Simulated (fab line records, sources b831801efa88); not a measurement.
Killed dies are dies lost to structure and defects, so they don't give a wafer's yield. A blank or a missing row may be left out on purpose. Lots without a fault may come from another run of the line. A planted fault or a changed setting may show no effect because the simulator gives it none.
Chamber matching | flow sfq_line | SFQ_TRILAYER_I1_CMP_CMP_046 on cmp-02: 4 sister chambers
The step polishes SiO2. 16 wafers are shown with their chamber, then 8 later ones without.

WAFERS WITH THEIR CHAMBER
wafer  | chamber | motor_current_A (A) | time_to_endpoint_s (s)
L950.3 | 2       | 11.0                | 221
L950.1 | 0       | 9.6                 | 211
L950.2 | 1       | 10.2                | 205
L952.1 | 3       | 9.3                 | 208
L952.2 | 2       | 11.1                | 216
L952.4 | 0       | 9.5                 | 207
L953.1 | 3       | 9.6                 | 216
L953.3 | 0       | 9.7                 | 212
L953.6 | 2       | 10.6                | 227
L957.1 | 0       | 9.4                 | 215
L957.4 | 1       | 9.9                 | 207
L957.6 | 3       | 9.9                 | 219
L961.4 | 2       | 10.5                | 220
L962.4 | 1       | 9.5                 | 214
L962.2 | 0       | 9.2                 | 207
L970.1 | 0       | 9.4                 | 208

SIGNATURES (means of the wafers above)
reading            | chamber 0 | chamber 1 | chamber 2 | chamber 3 | scatter within a chamber
motor_current_A    | 9.467     | 9.867     | 10.800    | 9.600     | 0.265
time_to_endpoint_s | 210.00    | 208.67    | 221.00    | 214.33    | 4.31
Rule: a wafer's distance from a chamber is the root of the sum, over the readings, of the square of ((its reading less the chamber's mean) divided by the reading's scatter). The wafer belongs to the nearest chamber; if the next one is less than 2 further off, it can't be placed. The scatter: the root of (the sum of the squares of (reading less its chamber's mean) over the shown wafers, divided by (wafers less chambers)).

WAFERS WITHOUT THEIR CHAMBER
wafer  | motor_current_A (A) | time_to_endpoint_s (s)
L970.2 | 11.0                | 213
L970.5 | 10.0                | 210
L971.1 | 10.8                | 217
L971.2 | 9.8                 | 202
L971.3 | 9.1                 | 210
L973.3 | 9.4                 | 210
L973.2 | 10.5                | 209
L973.6 | 9.2                 | 207

WHICH CHAMBER EACH WENT THROUGH
wafer  | from the rows above               | in truth
L970.2 | 2                                 | 2
L970.5 | can't be placed: 1 or 3 or 0      | 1
L971.1 | 2                                 | 2
L971.2 | can't be placed: 1 or 0 or 3      | 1
L971.3 | can't be placed: 0 or 3 or 1      | 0
L973.3 | can't be placed: 0 or 3 or 1      | 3
L973.2 | can't be placed: 1 or 2 or 3 or 0 | 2
L973.6 | can't be placed: 0 or 3 or 1      | 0
Placed correctly: 2 of 8. Can't be placed from these rows: 6 (the true chamber is among the candidates in 6). Placed wrongly: 0.
